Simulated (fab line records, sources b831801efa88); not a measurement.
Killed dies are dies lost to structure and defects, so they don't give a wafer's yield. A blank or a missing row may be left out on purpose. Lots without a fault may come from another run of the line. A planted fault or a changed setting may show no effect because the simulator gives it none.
A struck lot beside a sound one | flow sky130 | 20 steps out of a route of 708
Sound: wafers L365.3, L365.4, L365.6. Struck: wafers L373.1, L373.3, L373.5. The cause comes at the end.
At each step with rows: each side's tool, then ch and its chambers, then its first start. Under that, the readings that differ: sound wafers | struck wafers | difference of the means | sigmas: that difference in standard deviations of wafers without a fault.
alike: readings whose means differ by less than 2 such deviations, and words and numbers that are the same on both sides. not compared: withheld readings, readings that some wafer has no value for, bounds like >300 that may hide the same value, and numbers for which the record gives no deviation and whose values overlap.
The two part at a step that has a row with sigmas, a row that says differs or no value, or rows on one side only. Numbers that don't overlap but have no deviation are shown without sigmas and don't part them. A reading that every wafer of one side lacks parts them only if that side has two wafers or more.

SKY_FIELD_ISO_BOW_MEAS_00:
  sound on film_metro-01, day 1 15:02; struck on film_metro-02, day 3 07:00
  alike: INCOMING_BOW
then, 1 step without rows for these wafers: SKY_FIELD_ISO_OXIDATION_01 (stabilise 600 s, purge 300 s, target thk 12 nm).
SKY_FIELD_ISO_THK_MEAS_02:
  sound on film_metro-01, day 1 17:35; struck on film_metro-02, day 3 09:20
  alike: FIELD_ISO_OXIDATION_00_THK
then, 1 step without rows for these wafers: SKY_FIELD_ISO_CVD_03 (deposits Si3N4 from DCS/NH3, target thk 165 nm, time 2830 s).
SKY_FIELD_ISO_THK_MEAS_04:
  sound on film_metro-01, day 1 19:26; struck on film_metro-02, day 3 11:11
  alike: FIELD_ISO_CVD_03_THK
then, 5 steps without rows for these wafers: SKY_FIELD_ISO_DEHYDRATE_05 (time 60 s); SKY_FIELD_ISO_HMDS_06 (prime time 60 s); SKY_FIELD_ISO_COAT_07 (resist thk 60 nm); SKY_FIELD_ISO_COAT_08 (resist thk 450 nm); SKY_FIELD_ISO_SOFTBAKE_09 (time 90 s).
SKY_FIELD_ISO_EXPOSE_10: exposes mask FOM, target cd 150 nm.
  sound on krf_scanner-01 ch 0, day 2 03:13; struck on krf_scanner-02 ch 0, day 3 19:26
  reading | sound             | struck                     | difference | sigmas
  mask    | FOM#0 FOM#0 FOM#0 | FOM_R1#0 FOM_R1#0 FOM_R1#0 | differs    |
then, 2 steps without rows for these wafers: SKY_FIELD_ISO_PEB_11; SKY_FIELD_ISO_DEVELOP_12 (develop time 60 s).
SKY_FIELD_ISO_CD_MEAS_13: target cd 150 nm.
  sound on cd_sem-02, day 2 10:13; struck on cd_sem-01, day 4 04:25
  reading    | sound             | struck            | difference | sigmas
  cd_nm (nm) | 148.7 149.2 148.2 | 131.6 130.2 131.8 | -17.5      | -12
  not compared: hold
SKY_FIELD_ISO_ETCH_14: etches BARC in N2/H2, stops on SiO2, time 45.9 s, target depth 60 nm.
  sound on rie_diel-02 ch 1,2, day 2 10:17; struck on rie_diel-03 ch 1,2, day 4 11:02
  reading                    | sound             | struck                                                                     | difference                   | sigmas
  hold                       | - - -             | await_dispo/6.5h/release await_dispo/6.5h/release await_dispo/6.5h/release | no value on the sound wafers |
  model.FIELD_ISO.cd_nm (nm) | 148.7 149.1 148.4 | 132.6 131.6 133.3                                                          | -16.2                        |
  alike: chamber_pressure_mTorr, drypump_motor_current_A, n2_flow_sccm, oes_product_au, throttle_valve_pct
  not compared: rf_hours_counter_h
SKY_FIELD_ISO_ETCH_15: etches the open film in CHF3/O2, stops on Si, target depth 180 nm, time 72 s.
  sound on rie_diel-02 ch 1,2, day 2 10:20; struck on rie_diel-03 ch 1,2, day 4 11:05
  alike: chamber_pressure_mTorr, drypump_motor_current_A, oes_product_au, throttle_valve_pct
  not compared: rf_hours_counter_h
SKY_FIELD_ISO_STRIP_16: strips in O2/N2.
  sound on plasma_asher-01 ch 0,1, day 2 10:25; struck on plasma_asher-01 ch 0,1, day 4 11:08
  alike: chamber_pressure_mTorr, drypump_motor_current_A, n2_flow_sccm, oes_product_au, strip_time_to_endpoint_s
  not compared: rf_hours_counter_h
SKY_FIELD_ISO_ETCH_17: etches Si in HBr/Cl2/O2, target depth 342 nm, time 97.7 s.
  sound on rie_si-01 ch 2,3, day 2 10:29; struck on rie_si-01 ch 0,3, day 4 11:14
  reading                    | sound             | struck            | difference | sigmas
  model.FIELD_ISO.cd_nm (nm) | 150.5 148.6 147.1 | 132.7 130.8 132.6 | -16.7      |
  alike: chamber_pressure_mTorr, drypump_motor_current_A, oes_product_au, throttle_valve_pct
  not compared: rf_hours_counter_h
then, 1 step without rows for these wafers: SKY_FIELD_ISO_WET_ETCH_18 (etches Si3N4 in H3PO4, target depth 25 nm, time 286 s).
-- the record jumps here: 43 days lie between the struck wafers' starts before and after (it left off in module FIELD_ISO and takes up again in module PAD_OPEN, whose first step shown is number 708 of the route) --
SKY_PAD_OPEN_PROBE_99:
  sound on prober-01, day 45 17:38; struck on prober-02, day 47 21:34
  reading                                 | sound             | struck            | difference | sigmas
  killed_at_front_end                     | 16 16 19          | 18 40 39          | +15        | +4
  model.etest.pfet_g5v0d10v5.r_on_ohm_um  | 4791 4742 4707    | 4890 4865 4827    | +114       |
  model.etest.res_pdiff.line_ohm_um       | 1337 1354 1400    | 1541 1557 1523    | +177       |
  model.etest.res_ndiff.line_ohm_um       | 776.9 784.2 785.5 | 855.3 867.8 852.1 | +76.2      |
  model.etest.sram_nfet_pass.drive_ua_um  | 506.9 495.9 490.3 | 416.9 434 426.4   | -71.9      |
  model.etest.sonos_uncharged.r_on_ohm_um | 795.7 819.8 802.1 | 831.8 847.7 852.1 | +38.0      |
  model.etest.res_pdiff.width_nm (nm)     | 144.3 142.9 140.6 | 126.5 124.5 126.5 | -16.8      |
  model.etest.res_ndiff.width_nm (nm)     | 156.5 155.6 154.6 | 138.8 137.8 139.5 | -16.9      |
  model.etest.sram_pfet_latch.drive_ua_um | 146.8 146.4 148.4 | 124.3 122.4 126.3 | -22.9      |
  alike: killed_at_M0_to_M3, killed_at_M4_up, killed_at_contacts, killed_at_other, killed_dies, killed_open, killed_short

WHERE THEY PART
First at SKY_FIELD_ISO_EXPOSE_10; last, within this record, at SKY_PAD_OPEN_PROBE_99.

WHY: what the simulator had put in
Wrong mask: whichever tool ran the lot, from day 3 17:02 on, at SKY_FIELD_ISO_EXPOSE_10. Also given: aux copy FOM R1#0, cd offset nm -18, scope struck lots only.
